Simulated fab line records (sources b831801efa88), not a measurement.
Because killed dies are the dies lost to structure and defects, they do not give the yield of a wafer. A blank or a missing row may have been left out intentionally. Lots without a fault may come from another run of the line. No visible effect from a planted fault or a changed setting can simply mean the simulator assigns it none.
Which tool was responsible? | flow sky130 | 45 wafers from 15 lots sampled at 6 of the route's 708 steps

## WHAT THE GAUGES READ, wafer by wafer
SKY_FIELD_ISO_THK_MEAS_23.
lot  | measured    | on            | FIELD_ISO_OXIDATION_01_THK (nm)
L835 | day 2 09:43 | film_metro-04 | 10.17 10.30 10.11
L836 | day 2 16:37 | film_metro-02 | 9.72 10.02 10.01
L838 | day 3 01:14 | film_metro-02 | 10.14 9.97 10.00
L842 | day 3 23:26 | film_metro-04 | 10.35 10.41 10.45
L844 | day 4 08:05 | film_metro-02 | 10.04 9.91 10.13
L845 | day 4 13:26 | film_metro-04 | 10.05 9.98 10.05
L846 | day 4 17:05 | film_metro-04 | 10.15 10.00 9.99
L849 | day 5 08:26 | film_metro-04 | 9.81 9.88 10.01
L850 | day 5 14:22 | film_metro-04 | 9.87 9.91 9.80
L851 | day 5 21:23 | film_metro-03 | 10.14 10.07 10.03
L852 | day 6 02:33 | film_metro-02 | 9.55 9.79 9.68
L853 | day 6 05:22 | film_metro-04 | 10.17 10.18 9.98
L855 | day 6 14:43 | film_metro-04 | 9.93 9.79 10.05
L857 | day 7 03:59 | film_metro-04 | 9.94 9.80 10.08
L858 | day 7 09:31 | film_metro-02 | 10.40 10.40 10.25

SKY_VT_ADJUST_LVTN_TW_MEAS_21.
lot  | measured     | on            | VT_ADJUST_LVTN_2_TW
L835 | day 8 04:04  | film_metro-04 | 187.8 188.0 187.0
L836 | day 8 17:01  | film_metro-03 | 187.3 186.8 187.3
L838 | day 9 06:24  | film_metro-03 | 186.3 185.7 185.1
L842 | day 10 07:59 | film_metro-01 | 186.4 186.8 186.3
L844 | day 10 18:26 | film_metro-04 | 30.2 30.0 30.1
L845 | day 11 00:11 | film_metro-01 | 29.7 29.6 29.7
L846 | day 11 06:36 | film_metro-03 | 29.6 29.6 29.7
L849 | day 11 23:46 | film_metro-01 | 186.1 184.9 185.9
L850 | day 12 08:45 | film_metro-04 | 188.4 188.7 188.8
L851 | day 12 16:04 | film_metro-03 | 185.7 186.8 186.7
L852 | day 13 00:28 | film_metro-03 | 186.6 186.1 186.4
L853 | day 13 01:28 | film_metro-03 | 186.2 186.3 186.3
L855 | day 13 15:01 | film_metro-04 | 189.3 188.8 188.5
L857 | day 14 08:55 | film_metro-03 | 187.1 187.7 188.0
L858 | day 14 15:25 | film_metro-03 | 188.9 188.3 188.1

SKY_SONOS_ONO_OVL_MEAS_14.
lot  | measured     | on         | SONOS_ONO_OVL (nm)
L835 | day 13 09:41 | overlay-02 | 1.1 1.3 2.9
L836 | day 13 21:12 | overlay-02 | 1.1 0.2 0.7
L838 | day 14 12:41 | overlay-02 | 0.8 1.9 2.0
L842 | day 15 23:30 | overlay-02 | 0.3 0.8 0.2
L844 | day 16 06:44 | overlay-01 | 0.2 0.9 1.9
L845 | day 16 14:25 | overlay-02 | 0.0 -0.9 1.0
L846 | day 17 06:56 | overlay-01 | 0.1 1.3 2.0
L849 | day 17 19:20 | overlay-02 | -2.1 -3.1 -1.9
L850 | day 18 15:16 | overlay-02 | -0.6 0.5 -0.5
L851 | day 18 16:11 | overlay-02 | 0.5 -1.0 0.0
L852 | day 19 01:37 | overlay-02 | 1.8 1.1 0.6
L853 | day 19 01:56 | overlay-02 | 0.3 0.8 1.3
L855 | day 19 22:51 | overlay-01 | 0.6 0.8 0.2
L857 | day 20 19:37 | overlay-01 | -1.9 -2.1 0.7
L858 | day 21 05:40 | overlay-02 | -0.3 0.0 0.0

SKY_POLY_CUT_OVL_MEAS_09.
lot  | measured     | on         | POLY_CUT_OVL (nm)
L835 | day 25 09:08 | overlay-02 | -2 -6 -9
L836 | day 25 12:49 | overlay-01 | -10 -6 -4
L838 | day 26 15:08 | overlay-02 | 3 3 6
L842 | day 28 02:28 | overlay-01 | -5 -8 -6
L844 | day 28 08:41 | overlay-01 | 2 3 2
L845 | day 28 15:02 | overlay-02 | 0 2 0
L846 | day 29 08:44 | overlay-01 | -5 -6 1
L849 | day 29 19:53 | overlay-01 | -5 -5 -1
L850 | day 30 12:26 | overlay-01 | 1 2 3
L851 | day 30 15:21 | overlay-01 | 1 -3 1
L852 | day 30 22:41 | overlay-01 | -10 -6 -11
L853 | day 30 23:57 | overlay-01 | -3 11 3
L855 | day 31 21:48 | overlay-01 | -1 4 -1
L857 | day 32 13:23 | overlay-01 | 2 5 -1
L858 | day 32 23:13 | overlay-02 | -10 4 -4

## WHICH TOOL RAN EACH LOT (tool, then ch and the chambers of the sampled wafers, then the start)
lot  | SKY_VT_ADJUST_LVTN_STRIP_09          | SKY_VT_ADJUST_LVTN_STRIP_20
L835 | plasma_asher-04 ch 0,1, day 7 06:45  | plasma_asher-04 ch 0,1, day 8 03:57
L836 | plasma_asher-03 ch 0,1, day 7 18:20  | plasma_asher-03 ch 0,1, day 8 16:56
L838 | plasma_asher-04 ch 0,1, day 8 07:06  | plasma_asher-02 ch 0,1, day 9 06:18
L842 | plasma_asher-02 ch 0,1, day 9 07:59  | plasma_asher-02 ch 0,1, day 10 07:53
L844 | plasma_asher-02 ch 0,1, day 9 18:36  | plasma_asher-03 ch 0,1, day 10 18:20
L845 | plasma_asher-02 ch 0,1, day 10 00:50 | plasma_asher-04 ch 0,1, day 11 00:05
L846 | plasma_asher-03 ch 0,1, day 10 07:03 | plasma_asher-02 ch 0,1, day 11 06:30
L849 | plasma_asher-02 ch 1, day 11 00:06   | plasma_asher-02 ch 0,1, day 11 23:39
L850 | plasma_asher-02 ch 0,1, day 11 08:45 | plasma_asher-02 ch 0,1, day 12 08:39
L851 | plasma_asher-04 ch 0,1, day 11 15:26 | plasma_asher-02 ch 0,1, day 12 15:59
L852 | plasma_asher-04 ch 0,1, day 11 23:18 | plasma_asher-03 ch 0,1, day 13 00:21
L853 | plasma_asher-04 ch 0,1, day 12 00:02 | plasma_asher-04 ch 0,1, day 13 01:23
L855 | plasma_asher-02 ch 0,1, day 12 14:08 | plasma_asher-02 ch 0,1, day 13 14:56
L857 | plasma_asher-02 ch 0, day 13 06:20   | plasma_asher-04 ch 0,1, day 14 08:48
L858 | plasma_asher-04 ch 0,1, day 13 12:42 | plasma_asher-03 ch 0,1, day 14 15:18
- SKY_VT_ADJUST_LVTN_STRIP_09: strips in O2/N2.
- SKY_VT_ADJUST_LVTN_STRIP_20: strips in O2/N2.

## WHAT THE TOOLS THEMSELVES READ (means of the sampled wafers that have a number; where no wafer has one, the mark that the record gives instead)
SKY_VT_ADJUST_LVTN_STRIP_09.
lot  | tool            | chamber_pressure_mTorr (mTorr) | drypump_motor_current_A (A) | oes_product_au (a.u.) | strip_time_to_endpoint_s (s)
L835 | plasma_asher-04 | 1499.4                         | 5.86                        | 0.723                 | 36.81
L836 | plasma_asher-03 | 1502.2                         | 5.65                        | 0.720                 | 36.90
L838 | plasma_asher-04 | 1501.5                         | 5.86                        | 0.721                 | 36.90
L842 | plasma_asher-02 | 1499.5                         | 5.81                        | 0.725                 | 37.06
L844 | plasma_asher-02 | -                              | -                           | -                     | -
L845 | plasma_asher-02 | -                              | -                           | -                     | -
L846 | plasma_asher-03 | -                              | -                           | -                     | -
L849 | plasma_asher-02 | 1499.3                         | 5.73                        | 0.723                 | 37.03
L850 | plasma_asher-02 | 1499.8                         | 5.86                        | 0.726                 | 36.86
L851 | plasma_asher-04 | 1499.1                         | 5.94                        | 0.724                 | 36.84
L852 | plasma_asher-04 | 1500.3                         | 5.86                        | 0.722                 | 37.07
L853 | plasma_asher-04 | 1500.5                         | 5.96                        | 0.727                 | 37.16
L855 | plasma_asher-02 | 1500.1                         | 5.82                        | 0.719                 | 36.91
L857 | plasma_asher-02 | 1501.0                         | 5.97                        | 0.719                 | 36.88
L858 | plasma_asher-04 | 1500.0                         | 5.95                        | 0.722                 | 37.16

SKY_VT_ADJUST_LVTN_STRIP_20.
lot  | tool            | chamber_pressure_mTorr (mTorr) | drypump_motor_current_A (A) | oes_product_au (a.u.) | strip_time_to_endpoint_s (s)
L835 | plasma_asher-04 | 1500.7                         | 5.93                        | 0.716                 | 14.18
L836 | plasma_asher-03 | 1498.9                         | 5.63                        | 0.719                 | 14.13
L838 | plasma_asher-02 | 1499.0                         | 5.89                        | 0.712                 | 14.17
L842 | plasma_asher-02 | 1500.2                         | 5.86                        | 0.716                 | 14.24
L844 | plasma_asher-03 | 1501.1                         | 5.64                        | 0.725                 | 58.66
L845 | plasma_asher-04 | 1499.2                         | 5.87                        | 0.728                 | 58.80
L846 | plasma_asher-02 | 1499.3                         | 5.77                        | 0.728                 | 58.72
L849 | plasma_asher-02 | 1498.6                         | 5.90                        | 0.712                 | 14.19
L850 | plasma_asher-02 | 1499.2                         | 5.80                        | 0.715                 | 14.18
L851 | plasma_asher-02 | 1500.5                         | 5.88                        | 0.718                 | 14.14
L852 | plasma_asher-03 | 1500.4                         | 5.63                        | 0.714                 | 14.19
L853 | plasma_asher-04 | 1500.5                         | 5.86                        | 0.715                 | 14.17
L855 | plasma_asher-02 | 1499.8                         | 5.89                        | 0.718                 | 14.14
L857 | plasma_asher-04 | 1499.4                         | 5.93                        | 0.713                 | 14.18
L858 | plasma_asher-03 | 1500.4                         | 5.62                        | 0.720                 | 14.26

## THE ANSWER, worked out from the rows above alone
Rule: the lots themselves supply what counts as usual. Put in order of their means at a reading, lots are off if they are a third of the lots or fewer, leave a main group of 4 or more, and stand apart from it by a gap of 3 or more times the standard deviation of the main group's means; of several such gaps the widest counts. Not used: any main group whose means are identical at the precision the tables above print for the reading. Also off: a lot with no number at a reading for which 4 or more lots have one. Any other lot the step has rows for is counted as sound. First the gauges in route order, then the tools' own readings, where a lot's mean is used as printed above. The first step at which some lot is off is used, and at that step the reading that is off furthest; a lot without a number counts as furthest.
Off: at SKY_VT_ADJUST_LVTN_TW_MEAS_21 (VT_ADJUST_LVTN_2_TW), L844, L845, L846. Main group: mean 187.1, sd 1.1.
If a tool, at a process step before that reading, ran all the lots that are off and no sound lot after the first of them, it fits. The gauges at SKY_VT_ADJUST_LVTN_TW_MEAS_21 aren't tried: what is off there is off at SKY_VT_ADJUST_LVTN_STRIP_09 too, on other tools, and a gauge's error can't cause that. Of those tried, none fits.

## WHAT HAD BEEN PUT IN BY THE SIMULATOR
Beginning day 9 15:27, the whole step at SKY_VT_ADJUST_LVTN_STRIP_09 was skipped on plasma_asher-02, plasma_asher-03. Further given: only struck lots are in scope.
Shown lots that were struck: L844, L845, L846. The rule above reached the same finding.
